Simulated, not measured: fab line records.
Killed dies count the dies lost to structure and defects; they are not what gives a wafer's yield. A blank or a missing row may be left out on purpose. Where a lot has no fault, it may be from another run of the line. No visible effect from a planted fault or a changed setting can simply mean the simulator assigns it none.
Struck lot and sound lot, side by side + flow sky130 + 21 steps out of a route of 708
Sound: these wafers, L988.1, L988.2, L988.6. The struck wafers were L998.1, L998.4, L998.6. Last of all comes the cause.
Each step with rows lists, per side, the tool, then ch with its chambers, then its first start. Under that, the readings that differ: sound wafers + struck wafers + difference of the means + sigmas: that difference in standard deviations of wafers without a fault.
alike: same words and numbers on both sides, and readings whose means sit less than 2 such deviations apart. not compared: any withheld reading, any reading some wafer has no value for, any bound like >300 that may hide the same value, and any number with overlapping values for which the record gives no deviation.
The two part at a step that has a row with sigmas, a row that says differs or no value, or rows on one side only. When numbers do not overlap yet have no deviation, they are printed without sigmas and do not part them. Lack of a reading on every wafer of one side parts them only where that side has two or more wafers.

SKY_POLY_GATE_THK_MEAS_21:
  struck on film_metro-04, day 21 22:33; sound on film_metro-01, day 17 21:40
  alike: POLY_GATE_OXIDATION_THK
SKY_POLY_GATE_CD_MEAS_22:
  struck on cd_sem-02, day 21 22:37; sound on cd_sem-02, day 17 21:43
  alike: cd_nm
then, 7 steps without rows for these wafers: SKY_LDD_N_DEHYDRATE_00 (time 60 s); SKY_LDD_N_HMDS_01 (prime time 60 s); SKY_LDD_N_COAT_02 (resist thk 300 nm); SKY_LDD_N_SOFTBAKE_03 (time 60 s); SKY_LDD_N_EXPOSE_04 (exposes mask NTM, target cd 840 nm); SKY_LDD_N_PEB_05; SKY_LDD_N_DEVELOP_06 (develop time 60 s).
SKY_LDD_N_OVL_MEAS_07:
  struck on overlay-02, day 23 05:34; sound on overlay-01, day 19 04:10
  alike: LDD_N_OVL
then, 2 steps without rows for these wafers: SKY_LDD_N_IMPLANT_08; SKY_LDD_N_IMPLANT_09.
SKY_LDD_N_IMPLANT_10:
  sound on implanter-02 ch 0, day 19 04:31; struck on implanter-01 ch 0, day 23 05:55
| reading            | sound                        | struck                        | difference | sigmas      |
|--------------------|------------------------------|-------------------------------|------------|-------------|
| dose_ions_cm2      | 7.514e+13 7.528e+13 7.51e+13 | 5.453e+13 5.448e+13 5.445e+13 | -2.069e+13 | -99 or more |
| faraday_current_uA | 421 426 428                  | 311 308 306                   | -117       | -13         |
  alike: end_station_pressure_torr
then, 5 steps without rows for these wafers: SKY_LDD_N_IMPLANT_11; SKY_LDD_N_IMPLANT_12; SKY_LDD_N_IMPLANT_13; SKY_LDD_N_IMPLANT_14; SKY_LDD_N_IMPLANT_15.
SKY_LDD_N_STRIP_16: strips in O2/N2.
  sound on plasma_asher-04 ch 0,1, day 19 05:25; struck on plasma_asher-03 ch 0, day 23 06:49
| reading                      | sound             | struck            | difference | sigmas |
|------------------------------|-------------------|-------------------|------------|--------|
| strip_time_to_endpoint_s (s) | 4.294 4.307 4.306 | 4.257 4.246 4.241 | -0.054     | -4     |
  alike: drypump_motor_current_A, oes_product_au
  not compared: rf_hours_counter_h
SKY_LDD_N_TW_MEAS_17:
  struck on film_metro-02, day 23 06:55; sound on film_metro-02, day 19 05:31
  alike: LDD_N_TW
-- the record jumps here: 26 days lie between the struck wafers' starts before and after (it left off in module LDD_N and takes up again in module PAD_OPEN, whose first step shown is number 708 of the route) --
SKY_PAD_OPEN_PROBE_99:
  struck on prober-01, day 49 05:53; sound on prober-02, day 46 14:59
| reading                     | sound           | struck          | difference | sigmas |
|-----------------------------|-----------------|-----------------|------------|--------|
| model.etest.tip_n.rs_ohm_sq | 442 446.8 442.1 | 461 461.4 461.6 | +18        |        |
  alike: killed_at_M0_to_M3, killed_at_M4_up, killed_at_contacts, killed_at_front_end, killed_at_other, killed_dies, killed_open, killed_short

## WHERE THEY PART
First at SKY_LDD_N_IMPLANT_10; last, within this record, at SKY_LDD_N_STRIP_16. Later steps at which nothing parts them and some readings are alike: SKY_LDD_N_TW_MEAS_17, SKY_PAD_OPEN_PROBE_99.

WHY: what the simulator had put in
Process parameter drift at SKY_LDD_N_IMPLANT_10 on implanter-01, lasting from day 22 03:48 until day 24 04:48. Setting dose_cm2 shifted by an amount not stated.
